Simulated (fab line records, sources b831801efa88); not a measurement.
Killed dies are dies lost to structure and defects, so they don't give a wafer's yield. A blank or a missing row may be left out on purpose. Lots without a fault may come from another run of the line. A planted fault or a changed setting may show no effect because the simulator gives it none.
One fault seen from 2 desks | flow sky130 | each desk has only its own numbers; what lay behind them comes last

THE METROLOGY DESK
What the gauges read, lot by lot, whatever tool the lot ran on: means of the sampled wafers that have a number. A lot is out of limits, marked OUT, if its mean lies more than 4 standard deviations from the usual mean; the brackets give that distance.
Columns: A = GATE_OXIDE_OXIDATION_00_THK at SKY_GATE_OXIDE_THK_MEAS_02, usual 10.33 nm; B = VIA2_W_RS at SKY_VIA2_RS_MEAS_22, usual 0.276 ohm/sq
lot  | first seen here | A               | B
L942 | day 13 07:42    | 10.62           | 0.272
L944 | day 13 23:08    | 10.15           | 0.278
L945 | day 14 02:02    | 10.31           | 0.274
L947 | day 15 00:38    | 10.05           | 0.274
L949 | day 15 17:59    | 10.31           | 0.273
L950 | day 16 00:32    | 10.26           | 0.277
L953 | day 16 21:41    | 10.37           | 0.273
L955 | day 17 14:55    | 10.16           | 0.273
L956 | day 18 06:25    | 9.43 (-5.3) OUT | 0.277
L957 | day 18 11:51    | 10.37           | 0.273
L959 | day 18 22:02    | 9.80            | 0.278
L964 | day 21 09:20    | 10.33           | 0.280
This desk's finding: out of limits on L956; first on L956, day 18 06:25 (GATE_OXIDE_OXIDATION_00_THK at SKY_GATE_OXIDE_THK_MEAS_02). In limits: L942, L944, L945, L947, L949, L950, L953, L955, L957, L959, L964.

THE TOOL OWNER'S DESK: furnace-02
The tool's own readings at SKY_GATE_OXIDE_OXIDATION_01 (stabilise 600 s, purge 300 s, target thk 10.268 nm): means of the sampled wafers that have a number, for each lot that ran on this tool. A lot is out of limits, marked OUT, if its mean lies more than 4 standard deviations from the usual mean; the brackets give that distance.
Columns: A = spike_tc_centre_C at SKY_GATE_OXIDE_OXIDATION_01, usual 900.8 C; B = spike_tc_top_C at SKY_GATE_OXIDE_OXIDATION_01, usual 913.4 C; C = spike_tc_upper_C at SKY_GATE_OXIDE_OXIDATION_01, usual 901.8 C; D = zone_power_centre_pct at SKY_GATE_OXIDE_OXIDATION_01, usual 18.68 %; E = zone_power_upper_pct at SKY_GATE_OXIDE_OXIDATION_01, usual 19.6 %
lot  | first seen here | A               | B     | C     | D              | E
L942 | day 13 06:17    | 900.6           | 911.5 | 900.7 | 18.94          | 19.3
L944 | day 13 21:43    | 900.7           | 912.5 | 902.4 | 18.80          | 19.3
L945 | day 14 00:37    | 902.3           | 911.6 | 900.4 | 18.81          | 19.4
L949 | day 15 16:33    | 901.3           | 911.6 | 901.7 | 18.84          | 19.1
L950 | day 15 23:07    | 901.0           | 911.3 | 901.5 | 18.72          | 19.3
L953 | day 16 20:16    | 900.2           | 912.1 | 900.6 | 18.84          | 19.4
L955 | day 17 13:31    | 899.8           | 911.0 | 902.2 | 18.94          | 19.5
L956 | day 18 04:59    | 873.4 (-25) OUT | 911.6 | 905.4 | 8.84 (-41) OUT | 24.6 (+14) OUT
L959 | day 18 20:37    | 873.1 (-25) OUT | 911.8 | 904.8 | 8.85 (-41) OUT | 24.8 (+14) OUT
This desk's finding: out of limits on L956, L959; first on L956, day 18 04:59 (spike_tc_centre_C at SKY_GATE_OXIDE_OXIDATION_01). In limits: L942, L944, L945, L949, L950, L953, L955.

PUT TOGETHER
The tool owner's desk could have raised an alarm at day 18 04:59, on L956, L959.
The metrology desk could have raised an alarm at day 18 06:25, on L956.
The metrology desk has L959 on record, within its limits.
Of the lots named, all ran SKY_GATE_OXIDE_OXIDATION_01 on furnace-02.

WHAT THE SIMULATOR HAD PUT IN
Process parameter drift: furnace-02, from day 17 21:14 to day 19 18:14, at SKY_GATE_OXIDE_OXIDATION_01. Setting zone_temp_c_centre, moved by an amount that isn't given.
Lots struck among those shown: L956, L959.
Hours from the fault's start to each desk's first reading out of limits: the tool owner's desk, 8; the metrology desk, 9.
